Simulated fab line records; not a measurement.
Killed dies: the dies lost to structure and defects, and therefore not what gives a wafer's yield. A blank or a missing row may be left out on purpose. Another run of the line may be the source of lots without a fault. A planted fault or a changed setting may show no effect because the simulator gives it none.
Comparing a struck lot with a sound one :: flow sky130 :: 15 steps out of a route of 708
Sound: the wafers L245.1, L245.2, L245.3. Wafers L241.3, L241.5, L241.6 were the ones struck. At the end, the cause is stated.
For every step that has rows: the tool of each side, followed by ch and its chambers, followed by its first start. Under that, the readings that differ: sound wafers :: struck wafers :: difference of the means :: sigmas: that difference in standard deviations of wafers without a fault.
alike: same words and numbers on both sides, and readings whose means sit less than 2 such deviations apart. not compared: any withheld reading, any reading some wafer has no value for, any bound like >300 that may hide the same value, and any number with overlapping values for which the record gives no deviation.
Wherever a step has rows on one side only, a row that says differs or no value, or a row with sigmas, the two part there. When numbers do not overlap yet have no deviation, they are printed without sigmas and do not part them. Lack of a reading on every wafer of one side parts them only where that side has two or more wafers.

SKY_VIA1_OVL_MEAS_13:
  struck on overlay-02, day 38 08:17; sound on overlay-02, day 39 05:43
  alike: VIA1_OVL
SKY_VIA1_ETCH_14: etches BARC in N2/H2, stops on SiO2, time 45.9 s, target depth 60 nm.
  sound on rie-diel-02 ch 0,1,2, day 39 05:45; struck on rie-diel-01 ch 2,3, day 38 08:18
  alike: drypump-motor-current-A, n2-flow-sccm, oes-product-au, throttle-valve-pct
  not compared: rf-hours-counter-h
SKY_VIA1_ETCH_15: etches SiO2 in C4F8/O2/Ar, stops on TiN, target depth 351 nm, time 54 s.
  sound on rie-diel-02 ch 0,1,2, day 39 05:47; struck on rie-diel-01 ch 2,3, day 38 08:20
  alike: oes-product-au
  not compared: rf-hours-counter-h
then, 5 steps without rows for these wafers: SKY_VIA1_STRIP_16 (strips in O2/N2); SKY_VIA1_STRIP_17 (strips in post etch residue remover, time 1200 s); SKY_VIA1_CLEAN_18 (cleans in IPA, time 180 s); SKY_VIA1_CLEAN_19 (cleans in O3/DIW); SKY_VIA1_SPUTTER_20 (material TiN, target thk 20 nm, time 80 s).
SKY_VIA1_CVD_21: deposits W, target thk 270 nm, time 80.902 s.
  sound on cvd-w-02 ch 0,1, day 39 06:29; struck on cvd-w-02 ch 0,1, day 38 09:08
  alike: chamber-pressure-Torr, heater-power-w
SKY_VIA1_RS_MEAS_22: the measuring method here is four-point-probe.
  struck on film-metro-01, day 38 09:14; sound on film-metro-04, day 39 06:35
  alike: VIA1_W_RS
SKY_VIA1_THK_MEAS_23: measures by xrf.
  struck on film-metro-01, day 38 09:20; sound on film-metro-04, day 39 06:43
  alike: VIA1_W_THK
SKY_VIA1_CMP_24: polishes, stops on SiO2, t overpolish 15 s, target thk 0 nm.
  sound on cmp-01 ch 0,1,2, day 39 06:49; struck on cmp-01 ch 0,1,3, day 38 09:31
  alike: motor-current-A, overpolish-run-s, time-to-endpoint-s
SKY_METAL2_SPUTTER_00: material Ti, target thk 15 nm, time 10 s.
  struck on pvd-sputter-04, day 38 09:40; sound on pvd-sputter-01, day 39 07:04
reading: model.Ti_of_METAL2_SPUTTER_00.thk-nm (nm)
sound: 15.16 14.96 15.06
struck: 13.67 13.91 13.93
difference: -1.22
sigmas: 
  alike: throttle-valve-pct
SKY_METAL2_SPUTTER_01: material TiN, target thk 20 nm, time 16.7 s.
  struck on pvd-sputter-04, day 38 09:41; sound on pvd-sputter-01, day 39 07:05
  alike: throttle-valve-pct
-- the record jumps here: 11 days lie between the struck wafers' starts before and after (it left off in module METAL2 and takes up again in module PAD_OPEN, whose first step shown is number 708 of the route) --
SKY_PAD_OPEN_PROBE_99:
  struck on prober-02, day 49 00:05; sound on prober-01, day 49 17:11
  alike: defect-limited-yield, killed_at_M0_to_M3, killed_at_M4_up, killed-at-contacts, killed-at-front-end, killed-at-other, killed-dies, killed-on-rim, killed-open, killed-short, sort_bin_3_pad_short, sort_bin_5_function, sort_bin_6_memory, sort-n-pass, sort-yield-pct

## WHERE THEY PART
Nowhere in this record.

WHY: what the simulator had put in
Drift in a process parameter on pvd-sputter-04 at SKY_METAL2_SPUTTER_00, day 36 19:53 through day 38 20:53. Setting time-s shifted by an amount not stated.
